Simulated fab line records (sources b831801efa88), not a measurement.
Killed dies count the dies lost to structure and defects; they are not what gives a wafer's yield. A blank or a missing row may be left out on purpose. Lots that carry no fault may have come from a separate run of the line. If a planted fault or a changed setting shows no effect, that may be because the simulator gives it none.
2 desks looking at one fault -- flow sky130 -- what lay behind the numbers comes last; until then each desk has only its own

## TOOL OWNER'S DESK, lpcvd-01
The tool's own readings at SKY_POLY_GATE_CVD_00 (deposits poly-Si, target thk 180 nm, time 720 s): means of the sampled wafers that have a number, for each lot that ran on this tool. A lot is out of limits, marked OUT, if its mean lies more than 4 standard deviations from the usual mean; the brackets give that distance.
Columns: A = spikeTcCentreC at SKY_POLY_GATE_CVD_00, usual 621.1 C; B = spikeTcUpperC at SKY_POLY_GATE_CVD_00, usual 619.3 C; C = zonePowerCentrePct at SKY_POLY_GATE_CVD_00, usual 9.4 %; D = zonePowerLowerPct at SKY_POLY_GATE_CVD_00, usual 9.33 %; E = zonePowerTopPct at SKY_POLY_GATE_CVD_00, usual 21.3 %; F = zonePowerUpperPct at SKY_POLY_GATE_CVD_00, usual 8.5 %
lot,first seen here,A,B,C,D,E,F
L515,day 13 14:17,621.9,618.3,9.8,9.19,22.0,8.8
L516,day 14 06:10,621.2,618.7,9.7,9.28,22.0,8.9
L517,day 14 09:11,621.0,620.1,8.9,9.51,20.0,8.0
L520,day 15 14:49,621.7,618.9,9.7,9.17,22.2,8.9
L521,day 16 00:47,622.1,620.5,8.8,9.60,19.9,8.0
L522,day 16 07:46,620.6,618.6,9.7,9.22,22.1,8.9
L527,day 18 03:04,626.7 (+5.1) OUT,567.0 (-44) OUT,14.3 (+11) OUT,8.65,28.3 (+6.3) OUT,0.0 (-18) OUT
L528,day 18 15:58,628.2 (+6.4) OUT,568.6 (-42) OUT,12.9 (+8.1) OUT,8.93,25.7,0.0 (-18) OUT
L529,day 18 20:09,627.5 (+5.8) OUT,566.7 (-44) OUT,14.2 (+11) OUT,8.48 (-4.2) OUT,28.2 (+6.3) OUT,0.0 (-18) OUT
L537,day 21 10:02,620.0,620.0,8.9,9.50,19.9,8.0
L538,day 21 18:35,621.5,617.8,9.6,9.21,21.9,8.8
Finding of this desk: L527, L528, L529 out of limits; the first was L527 at day 18 03:04, on spikeTcCentreC at SKY_POLY_GATE_CVD_00. In limits: L515, L516, L517, L520, L521, L522, L537, L538.

## METROLOGY DESK
Means of the sampled wafers that have a number, per lot and without regard to the tool the lot ran on: this is what the gauges read. A lot is out of limits, marked OUT, if its mean lies more than 4 standard deviations from the usual mean; the brackets give that distance.
Columns: A = FIELD_ISO_CVD_24_THK at SKY_FIELD_ISO_THK_MEAS_25, usual 596 nm; B = POLY_GATE_CVD_00_THK at SKY_POLY_GATE_THK_MEAS_01, usual 183.1 nm; C = POLY_GATE_TW at SKY_RES_PROTECT_TW_MEAS_08, usual 4022; D = LDD_HVP_OVL at SKY_LDD_HVP_OVL_MEAS_07, usual -0.9 nm
lot,first seen here,A,B,C,D
L515,day 2 05:25,599,186.4,3989,0.5
L516,day 2 14:40,593,182.5,4059,-4.8
L517,day 2 17:33,598,181.1,4050,1.1
L520,day 3 10:59,594,181.7,3964,-1.7
L521,day 3 13:23,594,182.5,3998,-0.7
L522,day 3 20:40,598,184.4,3992,0.7
L527,day 5 00:17,595,180.6,4017,-0.4
L528,day 5 03:08,595,115.5 (-42) OUT,4035,0.3
L529,day 5 08:49,604,113.4 (-44) OUT,4020,0.0
L537,day 7 00:26,599,182.3,4077,0.3
L538,day 7 04:40,588,185.0,3993,-1.8
This desk reports L528, L529 out of limits; the earliest was L528 at day 18 17:10 (POLY_GATE_CVD_00_THK at SKY_POLY_GATE_THK_MEAS_01). In limits: L515, L516, L517, L520, L521, L522, L527, L537, L538.

## ALL TOGETHER
The tool owner's desk could have raised an alarm at day 18 03:04, on L527, L528, L529.
On L528, L529, the metrology desk was in a position to raise an alarm at day 18 17:10.
The metrology desk holds a record of L527, inside its limits.
The lots listed all ran SKY_POLY_GATE_CVD_00 on lpcvd-01.

## WHAT WAS PUT IN BY THE SIMULATOR
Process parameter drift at SKY_POLY_GATE_CVD_00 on lpcvd-01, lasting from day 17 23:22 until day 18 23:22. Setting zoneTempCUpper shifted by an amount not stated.
Shown lots that were struck: L527, L528, L529.
Time in hours from fault onset to the first out-of-limits reading at each desk: tool owner's desk 4, metrology desk 18.
